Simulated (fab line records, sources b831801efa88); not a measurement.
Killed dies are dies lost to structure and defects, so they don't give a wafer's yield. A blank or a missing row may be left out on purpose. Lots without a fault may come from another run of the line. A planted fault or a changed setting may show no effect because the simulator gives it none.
A struck lot beside a sound one | flow sfq_line | 18 steps out of a route of 325
Sound: wafers L276.2, L276.4, L276.6. Struck: wafers L282.1, L282.5, L282.6. The cause comes at the end.
At each step with rows: each side's tool, then ch and its chambers, then its first start. Under that, the readings that differ: sound wafers | struck wafers | difference of the means | sigmas: that difference in standard deviations of wafers without a fault.
alike: readings whose means differ by less than 2 such deviations, and words and numbers that are the same on both sides. not compared: withheld readings, readings that some wafer has no value for, bounds like >300 that may hide the same value, and numbers for which the record gives no deviation and whose values overlap.
The two part at a step that has a row with sigmas, a row that says differs or no value, or rows on one side only. Numbers that don't overlap but have no deviation are shown without sigmas and don't part them. A reading that every wafer of one side lacks parts them only if that side has two wafers or more.

SFQ_I0_OVL_MEAS_908:
  sound on overlay-02, day 21 09:05; struck on overlay-02, day 23 20:53
  alike: I0_OVL
SFQ_TRILAYER_I0_VIA_BARC_OPEN_VIA_ETCH_046: etches BARC in O2, target depth 125 nm, time 41.7 s.
  sound on rie_diel-02 ch 2,3, day 21 09:07; struck on rie_diel-04 ch 0,1, day 23 20:55
  alike: chamber_pressure_mTorr, drypump_motor_current_A, oes_product_au
  not compared: rf_hours_counter_h
SFQ_TRILAYER_I0_VIA_ETCH_VIA_ETCH_034: etches SiO2 in CHF3, stops on Nb, target depth 260 nm.
  sound on rie_diel-02 ch 2,3, day 21 09:10; struck on rie_diel-04 ch 0,1, day 23 20:58
  alike: chamber_pressure_mTorr, drypump_motor_current_A, oes_product_au
SFQ_TRILAYER_I0_VIA_STRIP_STRIP_035: strips in O2.
  sound on rie_metal-04 ch 0, day 21 09:17; struck on rie_metal-01 ch 0,1, day 23 21:05
  alike: chamber_pressure_mTorr, drypump_motor_current_A, oes_product_au
  not compared: rf_hours_counter_h
then, 2 steps without rows for these wafers: SFQ_TRILAYER_I0_VIA_STRIP_SOLV_CLEAN_036 (cleans in NMP, time 600 s); SFQ_TRILAYER_M1_DEP_PRE_CLEAN_038 (time 22.5 s).
SFQ_TRILAYER_M1_DEP_SPUTTER_037: material Nb, target thk 200 nm, time 133.3 s.
  sound on pvd_sputter-06, day 21 10:05; struck on pvd_sputter-05, day 23 21:53
  alike: chamber_pressure_pa, substrate_temp_c, throttle_valve_pct
SFQ_M1_RS_MEAS_909: measures by four-point-probe.
  sound on film_metro-01, day 21 10:11; struck on film_metro-01, day 23 21:58
  alike: M1_NB_RS
then, 3 steps without rows for these wafers: SFQ_TRILAYER_M1_LITHO_COAT_044 (resist thk 62 nm); SFQ_TRILAYER_M1_LITHO_COAT_039 (resist thk 600 nm); SFQ_TRILAYER_M1_LITHO_SOFTBAKE_043.
-- the record jumps here: 6 days lie between the struck wafers' starts before and after --
SFQ_TRILAYER_M1_LITHO_EXPOSE_040: exposes mask M1, target cd 500 nm.
  sound on krf_scanner-01 ch 0, day 27 12:10; struck on krf_scanner-02 ch 0, day 29 11:53
  reading              | sound                | struck               | difference | sigmas
  exposure_dose_mJ_cm2 | 14.418 14.406 14.404 | 14.782 14.796 14.798 | +0.383     | +24
  alike: mask
then, 2 steps without rows for these wafers: SFQ_TRILAYER_M1_LITHO_PEB_042 (peb time 60 s); SFQ_TRILAYER_M1_LITHO_DEVELOP_041 (time 60 s).
SFQ_M1_OVL_MEAS_911:
  sound on overlay-02, day 27 13:28; struck on overlay-02, day 29 13:23
  reading     | sound   | struck   | difference | sigmas
  M1_OVL (nm) | 7 13 16 | -9 -9 -6 | -20        | -3
SFQ_TRILAYER_M1_BARC_OPEN_METAL_ETCH_054: etches BARC in O2, target depth 125 nm, time 41.7 s.
  sound on rie_metal-04 ch 0,1, day 27 13:29; struck on rie_metal-04 ch 0,1, day 29 13:25
  reading             | sound             | struck            | difference | sigmas
  model.M1.cd_nm (nm) | 499.5 501.1 500.2 | 497.5 496.8 496.9 | -3.2       |
  alike: chamber_pressure_mTorr, drypump_motor_current_A, oes_product_au
  not compared: rf_hours_counter_h
SFQ_TRILAYER_M1_ETCH_METAL_ETCH_042: etches Nb in Cl2/Ar, stops on SiO2, target depth 240 nm, time 120 s.
  sound on rie_metal-04 ch 0,1, day 27 13:33; struck on rie_metal-04 ch 0,1, day 29 13:29
  reading             | sound             | struck          | difference | sigmas
  model.M1.cd_nm (nm) | 499.8 501.6 500.6 | 496.9 497.1 497 | -3.7       |
  alike: chamber_pressure_mTorr, drypump_motor_current_A, oes_product_au
  not compared: rf_hours_counter_h
SFQ_TRILAYER_M1_STRIP_STRIP_043: strips in O2.
  sound on rie_metal-04 ch 0,1, day 27 13:41; struck on rie_metal-04 ch 0,1, day 29 13:36
  alike: chamber_pressure_mTorr, drypump_motor_current_A, oes_product_au
  not compared: rf_hours_counter_h

WHERE THEY PART
First at SFQ_TRILAYER_M1_LITHO_EXPOSE_040; last, within this record, at SFQ_M1_OVL_MEAS_911. Later steps at which nothing parts them and some readings are alike: SFQ_TRILAYER_M1_BARC_OPEN_METAL_ETCH_054, SFQ_TRILAYER_M1_ETCH_METAL_ETCH_042, SFQ_TRILAYER_M1_STRIP_STRIP_043.

WHY: what the simulator had put in
Process parameter drift: krf_scanner-02, from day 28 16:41 on, at SFQ_TRILAYER_M1_LITHO_EXPOSE_040. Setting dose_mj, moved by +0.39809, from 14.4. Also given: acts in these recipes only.
